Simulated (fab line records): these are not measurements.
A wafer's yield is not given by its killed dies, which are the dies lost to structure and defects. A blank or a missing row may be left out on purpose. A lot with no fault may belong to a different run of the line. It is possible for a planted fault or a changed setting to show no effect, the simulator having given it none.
Problem report, 8D (eight disciplines) form, completed by code + flow gf180mcu + the parts of the form that need people (team, actions taken, sign-off) are left out

## 1. THE PROBLEM
Wafers free of any fault read 457.1 ohm/sq (standard deviation 1.1) for MVSD_RS at GF_VT_IMPLANT_RS_MEAS_46, against a mean of 497.2 ohm/sq on 9 wafers of 3 lots. That is +36 standard deviations from the usual mean.
The step: measures by four-point-probe.
First seen on wafer L643.1, day 11 14:21, on film-metro-01. Wafers with a number at this step in the record: 39, from 13 lots. Rule for "out", or "out of limits": more than 4 standard deviations from the usual mean. All remaining wafers that have a number are taken as sound.

## 2. WHAT THIS IS AND IS NOT
| question                    | is                           | is not                                                                                 |
|-----------------------------|------------------------------|----------------------------------------------------------------------------------------|
| which readings at this step | MVSD_RS                      | -                                                                                      |
| which lots                  | L643, L645, L646             | L633, L635, L637, L639, L640, L641, L644, L647, L648, L651                             |
| which wafers of those lots  | all that have a number       | -                                                                                      |
| read on which gauges        | film-metro-01, film-metro-02 | film-metro-03                                                                          |
| when                        | from day 11 14:21            | up to then (18 sound wafers); but 12 sound wafers of L644, L647, L648, L651 came after |

## 3. SUSPECTS, AND WHAT RULES EACH OUT
Counting: a tool at a process step up to the reading stays a suspect if it ran every lot that is out and no sound lot after the first of them.
- the gauge at GF_VT_IMPLANT_RS_MEAS_46 is ruled out. 2 gauges (film-metro-01, film-metro-02) read the wafers that are out.
- implanter-04 at GF_MVSD_IMPLANT_08: kept. It ran every lot that is out, first L643 (day 7 20:37), and no sound lot after that; its last sound lot up to then is L641 (day 7 07:29). On those wafers its own readings are out: beam-energy-keV.
Remaining after the count: implanter-04 at GF_MVSD_IMPLANT_08.

## 4. THE CAUSE (what the simulator had put in)
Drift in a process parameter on implanter-04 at GF_MVSD_IMPLANT_08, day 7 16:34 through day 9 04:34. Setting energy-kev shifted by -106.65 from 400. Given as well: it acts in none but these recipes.
After counting, this tool was the only one left.

## 5. THE EFFECT CHAIN, in route order
Each row: a reading where the mean over the struck wafers with a number is more than 3 standard deviations away from the usual. Scope: only readings with a usual standard deviation given in the record; hours: median across lots of the time from each lot's start at the first step in this table that gives one to its start at this step; sigmas: change in usual standard deviations.
| hours | step                     | reading         | usual        | on struck wafers | change  | sigmas      |
|-------|--------------------------|-----------------|--------------|------------------|---------|-------------|
| 0     | GF_MVSD_IMPLANT_08       | beam-energy-keV | 399.97       | 293.35           | -106.62 | -99 or more |
| 90    | GF_VT_IMPLANT_RS_MEAS_46 | MVSD_RS         | 457.1 ohm/sq | 497.2            | +40.1   | +36         |
Process steps it contains:
- GF_MVSD_IMPLANT_08

## 6. HOW IT WOULD HAVE BEEN CAUGHT EARLIER
The first out-of-limits reading at a measuring or inspecting step in this record came at day 11 14:21, 94 hours after the fault's start at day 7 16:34.
Tool's own readings at GF_MVSD_IMPLANT_08, beam-energy-keV: out on all struck wafers the step has rows for; an alarm limit on them would have tripped on the first.
By day 11 14:21, every lot that is out (3) had started GF_MVSD_IMPLANT_08 on implanter-04. A hold on the tool at that time would have spared none of them.
